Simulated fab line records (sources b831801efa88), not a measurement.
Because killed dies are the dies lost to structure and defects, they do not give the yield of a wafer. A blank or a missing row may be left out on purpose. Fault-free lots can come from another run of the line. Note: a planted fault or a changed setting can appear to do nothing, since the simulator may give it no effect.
Which tool was responsible? || flow sky130 || 35 wafers from 12 lots sampled at 5 of the route's 708 steps

## WHAT EACH GAUGE READ, for each wafer
SKY_LOCAL_INTERCONNECT_OVL_MEAS_12. Usual: LOCAL_INTERCONNECT_OVL gives 0 nm (standard deviation 5.8).
{"lot": "L996", "measured": "day 31 21:04", "on": "overlay-02", "LOCAL_INTERCONNECT_OVL (nm)": "1 2 -2", "flag": ""}
{"lot": "L999", "measured": "day 32 14:53", "on": "overlay-01", "LOCAL_INTERCONNECT_OVL (nm)": "10 6 2", "flag": ""}
{"lot": "L102", "measured": "day 33 09:16", "on": "overlay-01", "LOCAL_INTERCONNECT_OVL (nm)": "-1 1", "flag": ""}
{"lot": "L108", "measured": "day 35 13:17", "on": "overlay-02", "LOCAL_INTERCONNECT_OVL (nm)": "-4 -3 -2", "flag": ""}
{"lot": "L109", "measured": "day 35 20:59", "on": "overlay-02", "LOCAL_INTERCONNECT_OVL (nm)": "10 13 15", "flag": ""}
{"lot": "L110", "measured": "day 36 01:11", "on": "overlay-01", "LOCAL_INTERCONNECT_OVL (nm)": "4 6 8", "flag": ""}
{"lot": "L111", "measured": "day 36 06:03", "on": "overlay-02", "LOCAL_INTERCONNECT_OVL (nm)": "10 1 6", "flag": ""}
{"lot": "L113", "measured": "day 36 23:49", "on": "overlay-01", "LOCAL_INTERCONNECT_OVL (nm)": "-4 0 -3", "flag": ""}
{"lot": "L114", "measured": "day 37 11:22", "on": "overlay-02", "LOCAL_INTERCONNECT_OVL (nm)": "6 1 3", "flag": ""}
{"lot": "L116", "measured": "day 37 17:19", "on": "overlay-02", "LOCAL_INTERCONNECT_OVL (nm)": "0 -3 1", "flag": ""}
{"lot": "L117", "measured": "day 38 01:41", "on": "overlay-01", "LOCAL_INTERCONNECT_OVL (nm)": "-10 -12 -3", "flag": ""}
{"lot": "L118", "measured": "day 38 03:00", "on": "overlay-02", "LOCAL_INTERCONNECT_OVL (nm)": "0 -5 -3", "flag": ""}

## WHICH TOOL RAN EACH LOT (tool, then ch and the chambers of the sampled wafers, then the start)
{"lot": "L996", "SKY_SPACER_ETCHBACK_02": "rie-diel-02 ch 1,3, day 24 09:03", "SKY_SD_N_STRIP_11": "plasma-asher-04 ch 0,1, day 29 08:39", "SKY_LI_CONTACT_CMP_02": "cmp-02 ch 0,2,3, day 29 09:40", "SKY_LI_CONTACT_ETCH_15": "rie-diel-04 ch 1,2,3, day 30 14:38"}
{"lot": "L999", "SKY_SPACER_ETCHBACK_02": "rie-diel-02 ch 1,2,3, day 25 06:23", "SKY_SD_N_STRIP_11": "plasma-asher-03 ch 0,1, day 30 03:31", "SKY_LI_CONTACT_CMP_02": "cmp-02 ch 0,3, day 30 04:35", "SKY_LI_CONTACT_ETCH_15": "rie-diel-03 ch 0,3, day 31 09:50"}
{"lot": "L102", "SKY_SPACER_ETCHBACK_02": "rie-diel-02 ch 0,2, day 26 01:01", "SKY_SD_N_STRIP_11": "plasma-asher-04 ch 1, day 30 21:54", "SKY_LI_CONTACT_CMP_02": "cmp-02 ch 0,1, day 30 23:02", "SKY_LI_CONTACT_ETCH_15": "rie-diel-01 ch 0,3, day 32 04:13"}
{"lot": "L108", "SKY_SPACER_ETCHBACK_02": "rie-diel-03 ch 0,1,3, day 28 10:20", "SKY_SD_N_STRIP_11": "plasma-asher-01 ch 0,1, day 33 04:25", "SKY_LI_CONTACT_CMP_02": "cmp-01 ch 0,1,2, day 33 05:21", "SKY_LI_CONTACT_ETCH_15": "rie-diel-04 ch 0,2,3, day 34 09:01"}
{"lot": "L109", "SKY_SPACER_ETCHBACK_02": "rie-diel-04 ch 1,2,3, day 28 19:17", "SKY_SD_N_STRIP_11": "plasma-asher-01 ch 0,1, day 33 10:51", "SKY_LI_CONTACT_CMP_02": "cmp-01 ch 0,1,2, day 33 11:51", "SKY_LI_CONTACT_ETCH_15": "rie-diel-04 ch 0,2,3, day 34 16:08"}
{"lot": "L110", "SKY_SPACER_ETCHBACK_02": "rie-diel-04 ch 1,2, day 28 22:34", "SKY_SD_N_STRIP_11": "plasma-asher-01 ch 0,1, day 33 15:35", "SKY_LI_CONTACT_CMP_02": "cmp-02 ch 0,1,3, day 33 16:35", "SKY_LI_CONTACT_ETCH_15": "rie-diel-03 ch 0,1,2, day 34 20:08"}
{"lot": "L111", "SKY_SPACER_ETCHBACK_02": "rie-diel-03 ch 0,2,3, day 29 04:41", "SKY_SD_N_STRIP_11": "plasma-asher-03 ch 0,1, day 33 21:25", "SKY_LI_CONTACT_CMP_02": "cmp-02 ch 0,2,3, day 33 22:20", "SKY_LI_CONTACT_ETCH_15": "rie-diel-03 ch 1,2,3, day 35 01:25"}
{"lot": "L113", "SKY_SPACER_ETCHBACK_02": "rie-diel-02 ch 0,1,3, day 29 23:39", "SKY_SD_N_STRIP_11": "plasma-asher-01 ch 0,1, day 34 15:48", "SKY_LI_CONTACT_CMP_02": "cmp-02 ch 0,1,2, day 34 16:44", "SKY_LI_CONTACT_ETCH_15": "rie-diel-03 ch 0,1,2, day 35 20:05"}
{"lot": "L114", "SKY_SPACER_ETCHBACK_02": "rie-diel-02 ch 0,1,2, day 30 13:07", "SKY_SD_N_STRIP_11": "plasma-asher-04 ch 0,1, day 35 03:50", "SKY_LI_CONTACT_CMP_02": "cmp-02 ch 0,3, day 35 04:46", "SKY_LI_CONTACT_ETCH_15": "rie-diel-04 ch 0,1,3, day 36 07:47"}
{"lot": "L116", "SKY_SPACER_ETCHBACK_02": "rie-diel-03 ch 1,2,3, day 30 19:04", "SKY_SD_N_STRIP_11": "plasma-asher-03 ch 0,1, day 35 09:06", "SKY_LI_CONTACT_CMP_02": "cmp-01 ch 0,1, day 35 10:04", "SKY_LI_CONTACT_ETCH_15": "rie-diel-03 ch 1,2, day 36 13:32"}
{"lot": "L117", "SKY_SPACER_ETCHBACK_02": "rie-diel-04 ch 1,2,3, day 31 02:35", "SKY_SD_N_STRIP_11": "plasma-asher-01 ch 0,1, day 35 17:25", "SKY_LI_CONTACT_CMP_02": "cmp-02 ch 0,1,2, day 35 18:20", "SKY_LI_CONTACT_ETCH_15": "rie-diel-03 ch 0,1,2, day 36 21:17"}
{"lot": "L118", "SKY_SPACER_ETCHBACK_02": "rie-diel-04 ch 0,1,3, day 31 04:41", "SKY_SD_N_STRIP_11": "plasma-asher-04 ch 0,1, day 35 18:21", "SKY_LI_CONTACT_CMP_02": "cmp-02 ch 1,2,3, day 35 19:17", "SKY_LI_CONTACT_ETCH_15": "rie-diel-01 ch 1,2, day 36 22:43"}
- SKY_SPACER_ETCHBACK_02: etches Si3N4 in CH3F/O2, stops on SiO2, time 46.7 s, target depth 45 nm.
- SKY_SD_N_STRIP_11: strips in O2/N2.
- SKY_LI_CONTACT_CMP_02: polishes PSG.
- SKY_LI_CONTACT_ETCH_15: etches PSG in C4F8/O2/Ar, stops on Si, target depth 600 nm.

## AS READ BY THE TOOLS THEMSELVES (means over the sampled wafers that have a number; for cases with no such wafer, the mark the record gives instead)
SKY_SPACER_ETCHBACK_02. Usual: drypump-motor-current-A 5.6 A, standard deviation 0.42; oes-product-au 0.856 a.u., standard deviation 0.0068; throttle-valve-pct 10.562 %, standard deviation 0.009.
{"lot": "L996", "tool": "rie-diel-02", "drypump-motor-current-A (A)": 5.1, "oes-product-au (a.u.)": 0.859, "throttle-valve-pct (%)": 10.567, "flag": ""}
{"lot": "L999", "tool": "rie-diel-02", "drypump-motor-current-A (A)": 5.4, "oes-product-au (a.u.)": 0.851, "throttle-valve-pct (%)": 10.571, "flag": ""}
{"lot": "L102", "tool": "rie-diel-02", "drypump-motor-current-A (A)": 5.6, "oes-product-au (a.u.)": 0.859, "throttle-valve-pct (%)": 10.553, "flag": ""}
{"lot": "L108", "tool": "rie-diel-03", "drypump-motor-current-A (A)": 6.0, "oes-product-au (a.u.)": 0.852, "throttle-valve-pct (%)": 10.561, "flag": ""}
{"lot": "L109", "tool": "rie-diel-04", "drypump-motor-current-A (A)": 5.4, "oes-product-au (a.u.)": 0.855, "throttle-valve-pct (%)": 10.568, "flag": ""}
{"lot": "L110", "tool": "rie-diel-04", "drypump-motor-current-A (A)": 5.2, "oes-product-au (a.u.)": 0.856, "throttle-valve-pct (%)": 10.570, "flag": ""}
{"lot": "L111", "tool": "rie-diel-03", "drypump-motor-current-A (A)": 5.9, "oes-product-au (a.u.)": 0.855, "throttle-valve-pct (%)": 10.566, "flag": ""}
{"lot": "L113", "tool": "rie-diel-02", "drypump-motor-current-A (A)": 5.2, "oes-product-au (a.u.)": 0.854, "throttle-valve-pct (%)": 10.566, "flag": ""}
{"lot": "L114", "tool": "rie-diel-02", "drypump-motor-current-A (A)": 5.4, "oes-product-au (a.u.)": 0.845, "throttle-valve-pct (%)": 10.563, "flag": ""}
{"lot": "L116", "tool": "rie-diel-03", "drypump-motor-current-A (A)": 6.0, "oes-product-au (a.u.)": 0.846, "throttle-valve-pct (%)": 10.551, "flag": ""}
{"lot": "L117", "tool": "rie-diel-04", "drypump-motor-current-A (A)": 5.4, "oes-product-au (a.u.)": 0.848, "throttle-valve-pct (%)": 10.551, "flag": ""}
{"lot": "L118", "tool": "rie-diel-04", "drypump-motor-current-A (A)": 5.6, "oes-product-au (a.u.)": 0.856, "throttle-valve-pct (%)": 10.560, "flag": ""}

SKY_SD_N_STRIP_11. Usual: drypump-motor-current-A 5.8 A, standard deviation 0.5; oes-product-au 0.527 a.u., standard deviation 0.0045; strip-time-to-endpoint-s 22.54 s, standard deviation 0.048.
{"lot": "L996", "tool": "plasma-asher-04", "drypump-motor-current-A (A)": 6.2, "oes-product-au (a.u.)": 0.527, "strip-time-to-endpoint-s (s)": 22.58, "flag": ""}
{"lot": "L999", "tool": "plasma-asher-03", "drypump-motor-current-A (A)": 5.9, "oes-product-au (a.u.)": 0.530, "strip-time-to-endpoint-s (s)": 22.52, "flag": ""}
{"lot": "L102", "tool": "plasma-asher-04", "drypump-motor-current-A (A)": 6.1, "oes-product-au (a.u.)": 0.528, "strip-time-to-endpoint-s (s)": 22.55, "flag": ""}
{"lot": "L108", "tool": "plasma-asher-01", "drypump-motor-current-A (A)": 5.5, "oes-product-au (a.u.)": 0.524, "strip-time-to-endpoint-s (s)": 22.60, "flag": ""}
{"lot": "L109", "tool": "plasma-asher-01", "drypump-motor-current-A (A)": 5.3, "oes-product-au (a.u.)": 0.529, "strip-time-to-endpoint-s (s)": 22.57, "flag": ""}
{"lot": "L110", "tool": "plasma-asher-01", "drypump-motor-current-A (A)": 5.3, "oes-product-au (a.u.)": 0.524, "strip-time-to-endpoint-s (s)": 22.55, "flag": ""}
{"lot": "L111", "tool": "plasma-asher-03", "drypump-motor-current-A (A)": 5.6, "oes-product-au (a.u.)": 0.521, "strip-time-to-endpoint-s (s)": 22.54, "flag": ""}
{"lot": "L113", "tool": "plasma-asher-01", "drypump-motor-current-A (A)": 5.3, "oes-product-au (a.u.)": 0.526, "strip-time-to-endpoint-s (s)": 22.52, "flag": ""}
{"lot": "L114", "tool": "plasma-asher-04", "drypump-motor-current-A (A)": 6.2, "oes-product-au (a.u.)": 0.524, "strip-time-to-endpoint-s (s)": 22.66, "flag": ""}
{"lot": "L116", "tool": "plasma-asher-03", "drypump-motor-current-A (A)": 5.6, "oes-product-au (a.u.)": 0.530, "strip-time-to-endpoint-s (s)": 22.59, "flag": ""}
{"lot": "L117", "tool": "plasma-asher-01", "drypump-motor-current-A (A)": 5.6, "oes-product-au (a.u.)": 0.527, "strip-time-to-endpoint-s (s)": 22.55, "flag": ""}
{"lot": "L118", "tool": "plasma-asher-04", "drypump-motor-current-A (A)": 6.3, "oes-product-au (a.u.)": 0.528, "strip-time-to-endpoint-s (s)": 22.61, "flag": ""}

SKY_LI_CONTACT_CMP_02. Usual: head-pressure-psi 4.001 psi, standard deviation 0.009; motor-current-A 11.7 A, standard deviation 0.89; time-to-endpoint-s 31.2 s, standard deviation 2.3.
{"lot": "L996", "tool": "cmp-02", "head-pressure-psi (psi)": 3.998, "motor-current-A (A)": 11.6, "time-to-endpoint-s (s)": 31.0, "flag": ""}
{"lot": "L999", "tool": "cmp-02", "head-pressure-psi (psi)": 4.001, "motor-current-A (A)": 12.0, "time-to-endpoint-s (s)": 26.2, "flag": ""}
{"lot": "L102", "tool": "cmp-02", "head-pressure-psi (psi)": 4.003, "motor-current-A (A)": 13.0, "time-to-endpoint-s (s)": 24.7, "flag": ""}
{"lot": "L108", "tool": "cmp-01", "head-pressure-psi (psi)": 4.000, "motor-current-A (A)": 11.4, "time-to-endpoint-s (s)": 31.2, "flag": ""}
{"lot": "L109", "tool": "cmp-01", "head-pressure-psi (psi)": 4.002, "motor-current-A (A)": 11.8, "time-to-endpoint-s (s)": 29.5, "flag": ""}
{"lot": "L110", "tool": "cmp-02", "head-pressure-psi (psi)": 4.003, "motor-current-A (A)": 11.8, "time-to-endpoint-s (s)": 31.0, "flag": ""}
{"lot": "L111", "tool": "cmp-02", "head-pressure-psi (psi)": 4.007, "motor-current-A (A)": 11.7, "time-to-endpoint-s (s)": 27.4, "flag": ""}
{"lot": "L113", "tool": "cmp-02", "head-pressure-psi (psi)": 4.003, "motor-current-A (A)": 12.1, "time-to-endpoint-s (s)": 30.1, "flag": ""}
{"lot": "L114", "tool": "cmp-02", "head-pressure-psi (psi)": 3.997, "motor-current-A (A)": 12.3, "time-to-endpoint-s (s)": 32.2, "flag": ""}
{"lot": "L116", "tool": "cmp-01", "head-pressure-psi (psi)": 4.012, "motor-current-A (A)": 12.0, "time-to-endpoint-s (s)": 29.0, "flag": ""}
{"lot": "L117", "tool": "cmp-02", "head-pressure-psi (psi)": 4.006, "motor-current-A (A)": 12.0, "time-to-endpoint-s (s)": 32.6, "flag": ""}
{"lot": "L118", "tool": "cmp-02", "head-pressure-psi (psi)": 4.009, "motor-current-A (A)": 11.0, "time-to-endpoint-s (s)": 33.4, "flag": ""}

SKY_LI_CONTACT_ETCH_15. Usual: oes-product-au at 0.837 a.u., with a standard deviation of 0.0048.
{"lot": "L996", "tool": "rie-diel-04", "oes-product-au (a.u.)": 0.837, "flag": ""}
{"lot": "L999", "tool": "rie-diel-03", "oes-product-au (a.u.)": 0.875, "flag": "OFF"}
{"lot": "L102", "tool": "rie-diel-01", "oes-product-au (a.u.)": 0.894, "flag": "OFF"}
{"lot": "L108", "tool": "rie-diel-04", "oes-product-au (a.u.)": 0.839, "flag": ""}
{"lot": "L109", "tool": "rie-diel-04", "oes-product-au (a.u.)": 0.840, "flag": ""}
{"lot": "L110", "tool": "rie-diel-03", "oes-product-au (a.u.)": 0.839, "flag": ""}
{"lot": "L111", "tool": "rie-diel-03", "oes-product-au (a.u.)": 0.833, "flag": ""}
{"lot": "L113", "tool": "rie-diel-03", "oes-product-au (a.u.)": 0.836, "flag": ""}
{"lot": "L114", "tool": "rie-diel-04", "oes-product-au (a.u.)": 0.837, "flag": ""}
{"lot": "L116", "tool": "rie-diel-03", "oes-product-au (a.u.)": 0.838, "flag": ""}
{"lot": "L117", "tool": "rie-diel-03", "oes-product-au (a.u.)": 0.837, "flag": ""}
{"lot": "L118", "tool": "rie-diel-01", "oes-product-au (a.u.)": 0.835, "flag": ""}

## THE ANSWER, worked out from the rows above alone
Rule: take the mean of a lot's wafers that have a number; if it is more than 3 standard deviations from the usual mean, the lot is off. A lot without any number at a reading at which 4 lots or more have one is off too. Any other lot the step has rows for is counted as sound. After the gauges, taken in route order, come the tools' own readings; for these a lot's mean is taken, as printed above. The first step at which some lot is off is used, and at that step the reading that is off furthest; a lot without a number counts as furthest.
Off: L999, L102 (SKY_LI_CONTACT_ETCH_15, oes-product-au).
A tool fits if, at that step or a process step before it, it ran every lot that is off, and no sound lot after the first of them. Of those tried, none fits.

## WHAT THE SIMULATOR HAD PUT IN
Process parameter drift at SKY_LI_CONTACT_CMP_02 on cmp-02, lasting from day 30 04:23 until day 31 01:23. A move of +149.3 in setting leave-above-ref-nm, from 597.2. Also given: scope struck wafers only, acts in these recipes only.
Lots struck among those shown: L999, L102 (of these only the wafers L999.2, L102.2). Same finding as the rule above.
